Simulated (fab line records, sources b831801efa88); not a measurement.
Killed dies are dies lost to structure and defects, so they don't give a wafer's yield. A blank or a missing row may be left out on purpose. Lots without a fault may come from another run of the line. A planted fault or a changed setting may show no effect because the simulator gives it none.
Chamber matching | flow sky130 | SKY_VIA3_ETCH_14 on rie_diel-01: 4 sister chambers
The step etches BARC in N2/H2, stops on SiO2, time 45.9 s, target depth 60 nm. 8 wafers are shown with their chamber, then 10 later ones without.

WAFERS WITH THEIR CHAMBER
wafer  | chamber | oes_product_au (a.u.) | throttle_valve_pct (%)
L080.1 | 2       | 0.859                 | 13.236
L082.2 | 2       | 0.847                 | 13.205
L086.3 | 0       | 0.853                 | 13.199
L086.5 | 0       | 0.852                 | 13.221
L085.5 | 3       | 0.857                 | 13.223
L085.6 | 1       | 0.851                 | 13.220
L087.1 | 3       | 0.863                 | 13.238
L087.3 | 1       | 0.852                 | 13.236

WAFERS WITHOUT THEIR CHAMBER
wafer  | oes_product_au (a.u.) | throttle_valve_pct (%)
L087.6 | 0.846                 | 13.214
L088.2 | 0.856                 | 13.210
L088.3 | 0.851                 | 13.228
L088.4 | 0.857                 | 13.223
L089.2 | 0.857                 | 13.223
L089.5 | 0.853                 | 13.218
L089.6 | 0.856                 | 13.229
L092.2 | 0.863                 | 13.221
L092.4 | 0.863                 | 13.231
L092.5 | 0.855                 | 13.240

WHICH CHAMBER EACH WENT THROUGH
wafer  | from the rows above               | in truth
L087.6 | can't be placed: 0 or 1 or 2 or 3 | 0
L088.2 | can't be placed: 0 or 2 or 1 or 3 | 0
L088.3 | can't be placed: 1 or 2 or 0 or 3 | 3
L088.4 | can't be placed: 3 or 2 or 1 or 0 | 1
L089.2 | can't be placed: 3 or 2 or 1 or 0 | 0
L089.5 | can't be placed: 2 or 0 or 1 or 3 | 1
L089.6 | can't be placed: 2 or 3 or 1 or 0 | 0
L092.2 | can't be placed: 3 or 2 or 0 or 1 | 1
L092.4 | can't be placed: 3 or 2 or 1 or 0 | 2
L092.5 | can't be placed: 1 or 3 or 2 or 0 | 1
Placed correctly: 0 of 10. Can't be placed from these rows: 10 (the true chamber is among the candidates in 10). Placed wrongly: 0.
How it was worked out, from the rows above alone: a wafer's distance from a chamber is the root of the sum, over the readings, of the square of ((its reading less the chamber's mean) divided by the reading's scatter). The wafer belongs to the nearest chamber; if the next one is less than 2 further off, it can't be placed. A chamber's mean is the mean of its shown wafers. The scatter: the root of (the sum of the squares of (reading less its chamber's mean) over the shown wafers, divided by (wafers less chambers)).
